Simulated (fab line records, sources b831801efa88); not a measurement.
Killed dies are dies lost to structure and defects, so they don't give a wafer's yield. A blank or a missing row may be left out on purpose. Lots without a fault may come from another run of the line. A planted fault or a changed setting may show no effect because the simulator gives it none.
Which tool did it? | flow sky130 | 6 lots, 18 wafers sampled, at 4 steps of a route of 708

WHAT THE GAUGES READ, wafer by wafer
SKY_VIA4_THK_MEAS_01.
lot  | measured     | on            | VIA4_HDPCVD_THK (nm)
L338 | day 42 02:18 | film_metro-01 | 1771 1743 1761
L340 | day 42 14:42 | film_metro-01 | 1733 1746 1740
L342 | day 43 10:40 | film_metro-01 | 1757 1733 1727
L348 | day 44 21:41 | film_metro-04 | 1736 1755 1747
L356 | day 46 21:02 | film_metro-01 | 1742 1738 1741
L359 | day 47 19:16 | film_metro-03 | 1730 1726 1738

WHICH TOOL RAN EACH LOT (tool, then ch and the chambers of the sampled wafers, then the start)
lot  | SKY_LOCAL_INTERCONNECT_ETCH_13    | SKY_METAL3_METAL_ETCH_18          | SKY_METAL4_SPUTTER_01
L338 | rie_metal-02 ch 0,1, day 31 00:53 | rie_metal-04 ch 0,1, day 38 20:27 | pvd_sputter-02, day 39 23:58
L340 | rie_metal-02 ch 0,1, day 31 13:57 | rie_metal-04 ch 0,1, day 39 10:48 | pvd_sputter-04, day 40 13:40
L342 | rie_metal-01 ch 0,1, day 32 11:03 | rie_metal-02 ch 0,1, day 40 06:23 | pvd_sputter-02, day 41 09:37
L348 | rie_metal-02 ch 0,1, day 34 03:54 | rie_metal-01 ch 0, day 41 18:15   | pvd_sputter-04, day 42 20:54
L356 | rie_metal-04 ch 0,1, day 36 11:05 | rie_metal-01 ch 0,1, day 44 00:49 | pvd_sputter-04, day 45 01:05
L359 | rie_metal-01 ch 0,1, day 37 18:42 | rie_metal-01 ch 0,1, day 45 02:38 | pvd_sputter-02, day 46 01:44
- SKY_LOCAL_INTERCONNECT_ETCH_13: etches BARC in N2/H2, stops on SiO2, time 45.9 s, target depth 60 nm.
- SKY_METAL3_METAL_ETCH_18: etches the open film in Cl2/BCl3, stops on SiO2, target depth 845 nm, time 183.1 s.
- SKY_METAL4_SPUTTER_01: material TiN, target thk 20 nm, time 16.7 s.

THE ANSWER, worked out from the rows above alone
Rule: what is usual is taken from the lots themselves. Put in order of their means at a reading, lots are off if they are a third of the lots or fewer, leave a main group of 4 or more, and stand apart from it by a gap of 3 or more times the standard deviation of the main group's means; of several such gaps the widest counts. A main group whose means are all the same, to the digits that the tables above print for the reading, isn't used. A lot without any number at a reading at which 4 lots or more have one is off too. The other lots that the step has rows for count as sound.
No lot is off at any reading shown: from this, nothing can be told.

WHAT THE SIMULATOR HAD PUT IN
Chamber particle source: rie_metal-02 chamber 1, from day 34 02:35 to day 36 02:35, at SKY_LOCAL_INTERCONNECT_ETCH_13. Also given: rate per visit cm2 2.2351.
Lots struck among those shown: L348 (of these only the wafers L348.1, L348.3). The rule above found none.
